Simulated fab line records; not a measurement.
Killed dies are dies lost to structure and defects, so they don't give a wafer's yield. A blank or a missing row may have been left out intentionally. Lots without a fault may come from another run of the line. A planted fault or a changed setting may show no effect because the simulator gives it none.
Which tool is to blame? ; flow sky130 ; Sampling: 6 lots, 17 wafers, 3 of 708 route steps

WHAT THE GAUGES SHOWED, per wafer
SKY_METAL2_RS_MEAS_05: measures by four-point-probe.
lot;measured;on;METAL2_ALCU_RS (ohm/sq)
L958;day 34 08:19;film metro-03;0.1267 0.1265 0.1284
L961;day 35 18:29;film metro-02;0.1275 0.1255 0.1270
L965;day 37 02:15;film metro-02;0.1268 0.1279 0.1278
L968;day 38 01:39;film metro-04;0.1257 0.1265 0.1266
L973;day 39 11:15;film metro-03;0.1270 0.1266
L978;day 40 17:50;film metro-02;0.1291 0.1275 0.1274

WHAT TOOL EACH LOT RAN ON (gives the tool, then ch and the chambers of the sampled wafers, and finally the start)
lot;SKY_VIA1_CVD_21;SKY_METAL2_SPUTTER_03
L958;cvd w-01 ch 0,1, day 34 07:34;pvd sputter-02, day 34 08:11
L961;cvd w-01 ch 0,1, day 35 17:47;pvd sputter-03, day 35 18:25
L965;cvd w-01 ch 0, day 37 01:28;pvd sputter-02, day 37 02:10
L968;cvd w-01 ch 0,1, day 38 00:55;pvd sputter-03, day 38 01:34
L973;cvd w-01 ch 0,1, day 39 10:32;pvd sputter-04, day 39 11:11
L978;cvd w-02 ch 0,1, day 40 17:00;pvd sputter-03, day 40 17:44
- SKY_VIA1_CVD_21: deposits W, target thk 270 nm, time 80.902 s.
- SKY_METAL2_SPUTTER_03: material Ti, target thk 5 nm, time 3.3 s.

THE ANSWER, worked out from the rows above alone
Rule: the lots themselves supply what counts as usual. Put in order of their means at a reading, lots are off if they are a third of the lots or fewer, leave a main group of 4 or more, and stand apart from it by a gap of 3 or more times the standard deviation of the main group's means; of several such gaps the widest counts. A main group is skipped when, at the precision printed for the reading in the tables above, its means are all equal. Also off: a lot with no number at a reading for which 4 or more lots have one. Where the step has rows for the other lots, those lots are counted as sound.
Nothing can be told from this: no lot is off at any reading shown.

WHAT THE SIMULATOR PUT IN
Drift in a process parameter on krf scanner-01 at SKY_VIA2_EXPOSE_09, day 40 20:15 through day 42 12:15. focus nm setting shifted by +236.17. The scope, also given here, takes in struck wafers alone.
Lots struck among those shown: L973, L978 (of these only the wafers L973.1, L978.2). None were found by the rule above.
